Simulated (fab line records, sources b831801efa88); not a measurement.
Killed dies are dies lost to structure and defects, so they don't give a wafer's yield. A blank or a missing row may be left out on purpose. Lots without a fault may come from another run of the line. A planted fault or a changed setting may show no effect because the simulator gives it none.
Chamber matching | flow sky130 | SKY_LI_CONTACT_ETCH_15 on rie_diel-04: 4 sister chambers
The step etches PSG in C4F8/O2/Ar, stops on Si, target depth 600 nm. 4 wafers are shown with their chamber, then 11 later ones without.

WAFERS WITH THEIR CHAMBER
wafer  | chamber | oes_product_au (a.u.)
L084.1 | 3       | 0.839
L084.2 | 1       | 0.833
L084.3 | 0       | 0.836
L084.4 | 2       | 0.839

WAFERS WITHOUT THEIR CHAMBER
wafer  | oes_product_au (a.u.)
L084.5 | 0.835
L084.6 | 0.835
L090.1 | 0.841
L090.5 | 0.839
L090.6 | 0.832
L095.1 | 0.836
L095.2 | 0.839
L095.3 | 0.840
L095.4 | 0.833
L095.5 | 0.841
L095.6 | 0.835

WHICH CHAMBER EACH WENT THROUGH
wafer  | from the rows above     | in truth
L084.5 | can't be placed: 0 or 1 | 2
L084.6 | can't be placed: 0 or 1 | 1
L090.1 | can't be placed: 2 or 3 | 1
L090.5 | can't be placed: 2 or 3 | 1
L090.6 | 1                       | 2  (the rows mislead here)
L095.1 | 0                       | 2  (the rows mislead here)
L095.2 | can't be placed: 2 or 3 | 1
L095.3 | can't be placed: 2 or 3 | 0
L095.4 | 1                       | 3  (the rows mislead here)
L095.5 | can't be placed: 2 or 3 | 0
L095.6 | can't be placed: 0 or 1 | 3
Placed correctly: 0 of 11. Can't be placed from these rows: 8 (the true chamber is among the candidates in 1). Placed wrongly: 3.
How it was worked out, from the rows above alone: a wafer's distance from a chamber is the root of the sum, over the readings, of the square of ((its reading less the chamber's mean) divided by the reading's scatter). The wafer belongs to the nearest chamber; if the next one is less than 2 further off, it can't be placed. A chamber's mean is the mean of its shown wafers. The scatter: with one shown wafer a chamber, the root of the mean of the squares of how far each hidden wafer lies from its nearest shown one.
